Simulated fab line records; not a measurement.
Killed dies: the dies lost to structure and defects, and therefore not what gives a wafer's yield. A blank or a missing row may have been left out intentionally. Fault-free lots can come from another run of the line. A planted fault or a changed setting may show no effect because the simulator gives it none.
fab line records | flow sky130
record lots=13 wafers=39 lastDay=50
route steps=708 shown VT_ADJUST_HVTP@95 VT_ADJUST_LVTN@106 SD_P@328 SD_N@350
lots untouched by any fault: they come from a run of this same line in which no faults occurred
startH: the number of hours between the record's first day and the start of the first shown wafer of the lot | waitH: hours from the lot's prior step to this one | " repeats the value in the row above | L1.1+2: a single row standing in for several wafers | - either no value or no given start | * or withheld: withheld | < > ~ a bound
route shown NAME@n: names a module that has steps shown in the file, with the first one's number in the route | usual: average and standard deviation across the fault-free wafers | same: alike in all rows | chamber/n: place in a boat | sites: each site's reading | _std_site: how widely they spread, as a standard deviation | _edge_site: mean of outer sites minus mean of inner sites | radiusMm: for every site, how far away it sits from the centre of the wafer | mask NAME#n: copy n | behind: tool/chamber where the wafer was last shaped | hold: cause of the lot's hold/its duration in hours/its outcome | device: transistor that didn't switch, given as n, p or np | end of line: at the end of the route, the tests of the same wafers | a step without rows: its recipe alone | killed: dies that structure and defects cost at the first sort, which is not the same as the wafer's yield | map: a wafer's dies, marking killed ones x, the rest . and places with no die _
set.NAME: the setting as run; set.NAME@STEP: as run at that earlier step | model.NAME: the simulator's own value behind a step, which no gauge read
the route's steps for a sample of lots (tables are steps, rows are wafers)
services: when a tool's chamber went out of use (startH, in hours from the record's first day, below 0 if earlier), for how many hours, and the reason
## steps
# step SKY_VT_ADJUST_HVTP_STRIP_10
# recipe chemistry=O2/N2 powerW=1400 pressureMtorr=1500 platenTempC=withheld o2FlowSccm=3000 n2FlowSccm=300 overashFraction=0.5
# usual drypumpMotorCurrentA=5.5/0.34 oesProductAu=0.716/0.0045 stripTimeToEndpointS=14.19/0.036
# columns lot.wafer tool chamber startH waitH drypumpMotorCurrentA oesProductAu rfHoursCounterH stripTimeToEndpointS
L812.2 plasmaAsher-04 1 124.76 0.1 6.1 0.713 41 14.19
L812.3 " 1 " " 6.1 0.717 - 14.16
L812.6 " 1 " " 6.1 0.717 - 14.17
L813.1 plasmaAsher-02 0 131.49 0.1 5.3 0.711 32 14.16
L813.4 " 1 " " 5.1 0.717 - 14.19
L813.6 " 1 " " 5.1 0.715 - 14.13
L814.4 plasmaAsher-04 0 138.10 0.1 5.7 0.713 - 14.19
L814.5 " 0 " " 5.7 0.713 - 14.16
L814.6 " 1 " " 6.1 0.718 - 14.16
L816.1 plasmaAsher-02 0 150.66 0.1 5.3 0.723 34 14.19
L816.4 " 0 " " 5.3 0.713 - 14.22
L816.6 " 0 " " 5.3 0.711 - 14.20
L819.1 plasmaAsher-02 0 167.54 0.1 5.3 0.715 36 14.17
L819.2 " 1 " " 5.1 0.721 36 14.21
L819.3 " 0 " " 5.3 0.712 - 14.18
L820.2 plasmaAsher-03 1 174.27 0.1 5.3 0.714 52 14.17
L820.3 " 0 " " 5.6 0.716 - 14.14
L820.5 " 1 " " 5.3 0.709 - 14.20
L823.3 plasmaAsher-04 1 187.05 0.1 6.1 0.711 - 14.11
L823.4 " 0 " " 5.7 0.716 - 14.14
L823.6 " 0 " " 5.7 0.713 - 14.15
L824.1 plasmaAsher-04 1 202.86 0.1 6.1 0.935 46 -
L824.4 " 1 " " 6.1 0.930 - -
L824.6 " 0 " " 5.7 0.935 - -
L825.3 plasmaAsher-03 1 209.35 0.1 5.3 0.726 - 14.18
L825.5 " 0 " " 5.6 0.715 - 14.19
L825.6 " 1 " " 5.3 0.713 - 14.15
L832.3 plasmaAsher-02 0 254.65 0.1 5.3 0.716 - 14.23
L832.4 " 1 " " 5.1 0.717 - 14.28
L832.5 " 0 " " 5.3 0.715 - 14.27
L833.3 plasmaAsher-04 0 260.25 0.1 5.7 0.733 - 14.24
L833.4 " 1 " " 6.1 0.719 - 14.25
L833.6 " 0 " " 5.7 0.716 - 14.27
L834.2 plasmaAsher-04 0 266.26 0.1 5.7 0.714 52 14.20
L834.5 " 1 " " 6.1 0.708 - 14.19
L834.6 " 0 " " 5.7 0.709 - 14.17
L835.2 plasmaAsher-02 1 267.84 0.1 5.1 0.715 46 14.14
L835.3 " 0 " " 5.3 0.713 - 14.16
L835.5 " 1 " " 5.1 0.713 - 14.22
# step SKY_VT_ADJUST_LVTN_STRIP_09
# recipe chemistry=O2/N2 powerW=1400 pressureMtorr=1500 platenTempC=withheld o2FlowSccm=3000 n2FlowSccm=300 overashFraction=0.5
# usual drypumpMotorCurrentA=5.8/0.46 oesProductAu=0.722/0.0046 stripTimeToEndpointS=36.95/0.095
# columns lot.wafer tool chamber startH waitH drypumpMotorCurrentA oesProductAu rfHoursCounterH stripTimeToEndpointS
L812.2 plasmaAsher-03 1 143.89 0.1 5.3 0.728 48 36.87
L812.3 " 1 " " 5.3 0.718 - 36.91
L812.6 " 1 " " 5.3 0.716 - 36.89
L813.1 plasmaAsher-03 1 150.57 0.1 5.3 0.728 49 36.76
L813.4 " 0 " " 5.6 0.718 - 36.85
L813.6 " 0 " " 5.6 0.727 - 36.77
L814.4 plasmaAsher-03 1 158.03 0.1 5.3 0.728 - 36.91
L814.5 " 0 " " 5.6 0.721 - 36.82
L814.6 " 1 " " 5.3 0.723 - 36.86
L816.1 plasmaAsher-01 0 171.14 0.1 6.8 0.722 6 36.88
L816.4 " 1 " " 5.8 0.728 - 36.93
L816.6 " 1 " " 5.8 0.722 - 36.94
L819.1 plasmaAsher-01 1 188.52 0.1 5.8 0.717 8 36.89
L819.2 " 0 " " 6.7 0.724 8 36.91
L819.3 " 1 " " 5.8 0.719 - 36.91
L820.2 plasmaAsher-01 0 195.74 0.1 6.7 0.713 8 37.03
L820.3 " 0 " " 6.7 0.729 - 37.04
L820.5 " 1 " " 5.8 0.722 - 37.09
L823.3 plasmaAsher-04 1 208.18 0.1 6.1 0.727 - 36.78
L823.4 " 0 " " 5.7 0.722 - 36.83
L823.6 " 0 " " 5.7 0.720 - 36.86
L824.1 plasmaAsher-04 1 225.19 0.1 6.1 0.733 49 43.53
L824.4 " 0 " " 5.7 0.733 - 43.61
L824.6 " 1 " " 6.1 0.725 - 43.50
L825.3 plasmaAsher-01 1 231.83 0.1 5.8 0.719 - 37.10
L825.5 " 0 " " 6.8 0.729 - 37.06
L825.6 " 1 " " 5.8 0.724 - 37.07
L832.3 plasmaAsher-03 0 279.13 0.1 5.6 0.719 - 36.91
L832.4 " 1 " " 5.3 0.723 - 36.88
L832.5 " 0 " " 5.6 0.727 - 37.08
L833.3 plasmaAsher-01 1 285.73 0.1 5.8 0.719 - 36.99
L833.4 " 0 " " 6.8 0.723 - 36.97
L833.6 " 1 " " 5.8 0.717 - 37.15
L834.2 plasmaAsher-03 0 290.89 0.1 5.6 0.722 62 37.04
L834.5 " 1 " " 5.3 0.721 - 37.08
L834.6 " 0 " " 5.6 0.713 - 36.99
L835.2 plasmaAsher-04 1 293.19 0.1 6.1 0.720 55 36.96
L835.3 " 1 " " 6.1 0.725 - 36.89
L835.5 " 0 " " 5.7 0.726 - 36.91
# step SKY_VT_ADJUST_LVTN_TW_MEAS_10
# usual VT_ADJUST_LVTN_TW=240.5/1.3
# columns lot.wafer tool chamber startH waitH VT_ADJUST_LVTN_TW
L812.2 filmMetro-01 - 144.00 0.1 240.0
L812.3 " - " " 240.5
L812.6 " - " " 241.2
L813.1 filmMetro-02 - 150.67 0.1 240.8
L813.4 " - " " 242.0
L813.6 " - " " 241.7
L814.4 filmMetro-04 - 158.12 0.1 242.1
L814.5 " - " " 241.1
L814.6 " - " " 240.4
L816.1 filmMetro-01 - 171.24 0.1 239.7
L816.4 " - " " 239.6
L816.6 " - " " 239.1
L819.1 filmMetro-02 - 188.62 0.1 241.1
L819.2 " - " " 241.0
L819.3 " - " " 242.1
L820.2 filmMetro-04 - 195.85 0.1 240.3
L820.3 " - " " 240.8
L820.5 " - " " 241.0
L823.3 filmMetro-04 - 208.26 0.1 240.3
L823.4 " - " " 241.2
L823.6 " - " " 241.4
L824.1 filmMetro-02 - 225.29 0.1 30.1
L824.4 " - " " 30.0
L824.6 " - " " 30.1
L825.3 filmMetro-01 - 231.91 0.1 239.9
L825.5 " - " " 239.5
L825.6 " - " " 239.1
L832.3 filmMetro-01 - 279.21 0.1 240.4
L832.4 " - " " 240.9
L832.5 " - " " 240.2
L833.3 filmMetro-04 - 285.81 0.1 239.5
L833.4 " - " " 240.5
L833.6 " - " " 239.5
L834.2 filmMetro-01 - 291.00 0.1 239.5
L834.5 " - " " 240.7
L834.6 " - " " 239.9
L835.2 filmMetro-02 - 293.30 0.1 243.3
L835.3 " - " " 243.7
L835.5 " - " " 242.5
# step SKY_SD_P_OVL_MEAS_08
# usual SD_P_OVL=1.0/1.2
# columns lot.wafer tool chamber startH waitH SD_P_OVL[nm]
L812.2 overlay-02 - 593.23 0.1 2.7
L812.3 " - " " 0.3
L812.6 " - " " 0.2
L813.1 overlay-02 - 597.08 0.1 1.9
L813.4 " - " " 1.4
L813.6 " - " " 1.4
L814.4 overlay-01 - 606.99 0.1 -0.3
L814.5 " - " " 2.5
L814.6 " - " " 3.0
L816.1 overlay-02 - 625.43 0.1 -0.1
L816.4 " - " " 1.0
L816.6 " - " " -0.2
L819.1 overlay-01 - 658.38 0.1 1.1
L819.2 " - " " 0.5
L819.3 " - " " 0.1
L820.2 overlay-01 - 668.18 0.1 2.9
L820.3 " - " " 3.4
L820.5 " - " " 2.3
L823.3 overlay-01 - 680.04 0.1 0.1
L823.4 " - " " -0.4
L823.6 " - " " 1.2
L824.1 overlay-02 - 699.05 0.1 0.5
L824.4 " - " " 0.7
L824.6 " - " " 1.2
L825.3 overlay-02 - 707.14 0.1 1.6
L825.5 " - " " 0.4
L825.6 " - " " 1.8
L832.3 overlay-01 - 762.91 0.1 0.7
L832.4 " - " " 2.4
L832.5 " - " " 2.0
L833.3 overlay-02 - 765.44 0.1 -0.8
L833.4 " - " " 1.9
L833.6 " - " " -1.4
L835.2 overlay-02 - 769.03 0.1 1.0
L835.3 " - " " 0.9
L835.5 " - " " -0.1
L834.2 overlay-01 - 773.53 0.1 2.3
L834.5 " - " " 1.3
L834.6 " - " " 2.5
# step SKY_SD_N_OVL_MEAS_08
# usual SD_N_OVL=1.5/1.4
# columns lot.wafer tool chamber startH waitH SD_N_OVL[nm]
L812.2 overlay-02 - 651.08 0.1 -1.5
L812.3 " - " " 0.6
L812.6 " - " " 0.3
L813.1 overlay-02 - 655.57 0.1 1.9
L813.4 " - " " 0.3
L813.6 " - " " 0.6
L814.4 overlay-02 - 664.36 0.1 -0.1
L814.5 " - " " 2.9
L814.6 " - " " 2.9
L816.1 overlay-01 - 683.33 0.1 0.0
L816.4 " - " " 0.1
L816.6 " - " " 0.3
L819.1 overlay-01 - 714.02 0.1 -0.9
L819.2 " - " " 1.1
L819.3 " - " " -0.3
L820.2 overlay-01 - 724.98 0.1 0.1
L820.3 " - " " 2.1
L820.5 " - " " 2.8
L823.3 overlay-01 - 736.29 0.1 4.7
L823.4 " - " " 2.4
L823.6 " - " " 4.0
L824.1 overlay-01 - 753.61 0.1 1.6
L824.4 " - " " 3.1
L824.6 " - " " 1.8
L825.3 overlay-01 - 763.00 0.1 1.8
L825.5 " - " " 3.7
L825.6 " - " " 3.6
L832.3 overlay-02 - 815.94 0.1 1.0
L832.4 " - " " 0.7
L832.5 " - " " -1.0
L833.3 overlay-02 - 818.44 0.1 0.7
L833.4 " - " " 2.5
L833.6 " - " " 2.9
L835.2 overlay-02 - 822.38 0.1 2.5
L835.3 " - " " 2.9
L835.5 " - " " 2.4
L834.2 overlay-02 - 826.53 0.1 1.7
L834.5 " - " " 1.5
L834.6 " - " " 0.0
# step SKY_SD_N_TW_MEAS_12
# usual SD_N_TW=3968/26
# columns lot.wafer tool chamber startH waitH SD_N_TW
L812.2 filmMetro-04 - 651.52 0.1 3936
L812.3 " - " " 3942
L812.6 " - " " 3941
L813.1 filmMetro-02 - 656.01 0.1 3985
L813.4 " - " " 3981
L813.6 " - " " 3995
L814.4 filmMetro-02 - 664.81 0.1 3991
L814.5 " - " " 3960
L814.6 " - " " 3967
L816.1 filmMetro-02 - 683.76 0.1 3986
L816.4 " - " " 3997
L816.6 " - " " 3994
L819.1 filmMetro-04 - 714.46 0.1 3972
L819.2 " - " " 3953
L819.3 " - " " 3976
L820.2 filmMetro-04 - 725.42 0.1 3964
L820.3 " - " " 3923
L820.5 " - " " 3944
L823.3 filmMetro-04 - 736.73 0.1 3925
L823.4 " - " " 3936
L823.6 " - " " 3940
L824.1 filmMetro-04 - 754.05 0.1 3981
L824.4 " - " " 3961
L824.6 " - " " 3984
L825.3 filmMetro-02 - 763.45 0.1 3964
L825.5 " - " " 3987
L825.6 " - " " 3951
L832.3 filmMetro-02 - 816.38 0.1 3952
L832.4 " - " " 3960
L832.5 " - " " 3981
L833.3 filmMetro-04 - 818.88 0.1 3932
L833.4 " - " " 3952
L833.6 " - " " 3974
L835.2 filmMetro-02 - 822.82 0.1 3995
L835.3 " - " " 3974
L835.5 " - " " 3997
L834.2 filmMetro-04 - 826.97 0.1 3940
L834.5 " - " " 3962
L834.6 " - " " 3949
## services
# columns tool chamber startH hours kind
plasmaAsher-01 - 108.75 9.0 pm
plasmaAsher-01 0 108.75 9.0 ventCycle
plasmaAsher-01 1 108.75 9.0 ventCycle
plasmaAsher-02 - 112.83 1.6 repair
plasmaAsher-01 0 117.75 - clean
plasmaAsher-01 1 117.75 - clean
plasmaAsher-04 - 135.27 0.5 repair
plasmaAsher-04 - 144.89 28.1 pm
plasmaAsher-03 - 204.81 2.8 pm
plasmaAsher-03 - 264.34 5.6 repair
plasmaAsher-02 - 285.37 3.1 repair
plasmaAsher-04 - 287.35 3.8 repair
## key
firstSign step=SKY_VT_ADJUST_HVTP_STRIP_10 reading=oesProductAu direction=up sigmas=48 usual=0.716 struck=0.933
effect step=SKY_VT_ADJUST_LVTN_STRIP_09 reading=stripTimeToEndpointS direction=up sigmas=70 usual=* struck=*
effect step=SKY_VT_ADJUST_LVTN_TW_MEAS_10 reading=VT_ADJUST_LVTN_TW direction=down sigmas=99+ usual=240.5 struck=30.1
metAt SKY_VT_ADJUST_HVTP_STRIP_10
struckLots L824
sortLeftOut L824.1,L824.4,L824.6
testerLeftOut L824
notActingAt SKY_SD_P_OVL_MEAS_08,SKY_SD_N_OVL_MEAS_08,SKY_SD_N_TW_MEAS_12
onsetBetween 187.05 202.86
fault kind=stripAborted tool=plasmaAsher-04 chamber=- onsetH=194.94 steps=SKY_VT_ADJUST_HVTP_STRIP_10 offset=0.65415 endH=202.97
# testerLeftOut: of these lots the tester's yield and bins aren't shown, on N5 and GAA mostly nor the transistor test; their killed dies are dies lost to structure and defects alone, not to doping, threshold or leakage, so they don't give the yield
# sortLeftOut: the simulated sort isn't trusted on such a fault, so these wafers' sort isn't shown, and their yield isn't known
